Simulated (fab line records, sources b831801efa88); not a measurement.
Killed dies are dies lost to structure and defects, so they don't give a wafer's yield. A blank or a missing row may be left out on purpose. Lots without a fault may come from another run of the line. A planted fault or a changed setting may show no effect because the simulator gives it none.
Tool commonality check | flow sky130 | 13 lots, 39 wafers sampled

WHY IT WAS OPENED
At SKY_VT_ADJUST_LVTN_TW_MEAS_10 the reading VT_ADJUST_LVTN_TW is flagged on 2 of 13 lots. Wafers without a fault read 241.3, standard deviation 1.8.
Rule: a lot is flagged when every wafer of it that has a number lies more than 4 standard deviations from that mean, or none has a number. The other lots count as sound.

lot  | measured     | on            | VT_ADJUST_LVTN_TW, wafer by wafer | flag
L596 | day 7 12:07  | film_metro-02 | 239.9 239.7 240.8                 |
L597 | day 7 18:31  | film_metro-02 | 240.2 240.0 240.7                 |
L599 | day 8 05:44  | film_metro-02 | 240.7 240.1 237.6                 |
L600 | day 8 15:59  | film_metro-01 | 231.9 231.4 231.7                 | FLAGGED
L601 | day 8 23:43  | film_metro-01 | 231.5 231.3 231.7                 | FLAGGED
L605 | day 9 20:13  | film_metro-02 | 240.5 239.3 240.5                 |
L610 | day 11 09:06 | film_metro-02 | 241.6 240.6 241.7                 |
L612 | day 11 23:08 | film_metro-02 | 240.9 240.8 240.7                 |
L613 | day 12 03:01 | film_metro-04 | 243.6 244.8 244.8                 |
L614 | day 12 13:33 | film_metro-04 | 243.8 243.3 243.7                 |
L615 | day 12 18:52 | film_metro-01 | 239.0 239.5 238.7                 |
L616 | day 13 01:09 | film_metro-02 | 239.5 240.3 239.6                 |
L617 | day 13 07:11 | film_metro-01 | 242.8 241.0 240.7                 |
The numbers of the flagged lots are 231.6 on average: -9.7 against the usual, or -5 standard deviations.

WHICH TOOL RAN EACH LOT
The record holds 2 process steps before the reading, out of a route of 708 steps. In each cell: the tool, then ch and the chambers that the sampled wafers went through, then the start.
lot  | flag    | SKY_NWELL_RTA_28                 | SKY_VT_ADJUST_LVTN_IMPLANT_08
L596 |         | rtp_anneal-02 ch 0, day 5 21:24  | implanter-02 ch 0, day 7 11:53
L597 |         | rtp_anneal-01 ch 0, day 6 02:54  | implanter-02 ch 0, day 7 18:17
L599 |         | rtp_anneal-02 ch 0, day 6 13:25  | implanter-03 ch 0, day 8 05:29
L600 | FLAGGED | rtp_anneal-02 ch 0, day 6 22:06  | implanter-02 ch 0, day 8 15:46
L601 | FLAGGED | rtp_anneal-02 ch 0, day 7 06:02  | implanter-02 ch 0, day 8 23:29
L605 |         | rtp_anneal-01 ch 0, day 8 02:36  | implanter-03 ch 0, day 9 19:59
L610 |         | rtp_anneal-02 ch 0, day 9 11:34  | implanter-02 ch 0, day 11 08:51
L612 |         | rtp_anneal-02 ch 0, day 9 23:16  | implanter-04 ch 0, day 11 22:53
L613 |         | rtp_anneal-02 ch 0, day 10 04:53 | implanter-02 ch 0, day 12 02:48
L614 |         | rtp_anneal-01 ch 0, day 10 14:40 | implanter-04 ch 0, day 12 13:18
L615 |         | rtp_anneal-02 ch 0, day 10 18:11 | implanter-04 ch 0, day 12 18:38
L616 |         | rtp_anneal-01 ch 0, day 11 00:43 | implanter-04 ch 0, day 13 00:54
L617 |         | rtp_anneal-02 ch 0, day 11 06:01 | implanter-04 ch 0, day 13 06:56
What these steps do:
- SKY_NWELL_RTA_28: time 30 s.
- SKY_VT_ADJUST_LVTN_IMPLANT_08
- SKY_VT_ADJUST_LVTN_TW_MEAS_10

FLAGGED OVER TOTAL, TOOL BY TOOL (the gauges that took the reading come last)
step                          | tool          | lots run | flagged | share of the flagged lots | sound lots run after its first flagged lot
SKY_NWELL_RTA_28              | rtp_anneal-01 | 4        | 0       | none                      | -
SKY_NWELL_RTA_28              | rtp_anneal-02 | 9        | 2       | all                       | 5 (L610,L612,L613,L615,L617)
SKY_VT_ADJUST_LVTN_IMPLANT_08 | implanter-02  | 6        | 2       | all                       | 2 (L610,L613)
SKY_VT_ADJUST_LVTN_IMPLANT_08 | implanter-03  | 2        | 0       | none                      | -
SKY_VT_ADJUST_LVTN_IMPLANT_08 | implanter-04  | 5        | 0       | none                      | -
SKY_VT_ADJUST_LVTN_TW_MEAS_10 | film_metro-01 | 4        | 2       | all                       | 2 (L615,L617)
SKY_VT_ADJUST_LVTN_TW_MEAS_10 | film_metro-02 | 7        | 0       | none                      | -
SKY_VT_ADJUST_LVTN_TW_MEAS_10 | film_metro-04 | 2        | 0       | none                      | -

WHAT THE TABLE ALLOWS
3 rows of the table ran every flagged lot: rtp_anneal-02 at SKY_NWELL_RTA_28, implanter-02 at SKY_VT_ADJUST_LVTN_IMPLANT_08, film_metro-01 at SKY_VT_ADJUST_LVTN_TW_MEAS_10.
- rtp_anneal-02 at SKY_NWELL_RTA_28: 2 of its 9 lots flagged. Sound lots ran on it after the first flagged one (L610, L612, L613, L615, L617), which a lasting fault on the whole tool wouldn't allow.
- implanter-02 at SKY_VT_ADJUST_LVTN_IMPLANT_08: 2 of its 6 lots flagged. Sound lots ran on it after the first flagged one (L610, L613), which a lasting fault on the whole tool wouldn't allow.
- film_metro-01 at SKY_VT_ADJUST_LVTN_TW_MEAS_10: 2 of its 4 lots flagged. Sound lots ran on it after the first flagged one (L615, L617), which a lasting fault on the whole tool wouldn't allow.
No row of the table ran every flagged lot and no sound lot after the first.

WHAT THE SIMULATOR HAD PUT IN
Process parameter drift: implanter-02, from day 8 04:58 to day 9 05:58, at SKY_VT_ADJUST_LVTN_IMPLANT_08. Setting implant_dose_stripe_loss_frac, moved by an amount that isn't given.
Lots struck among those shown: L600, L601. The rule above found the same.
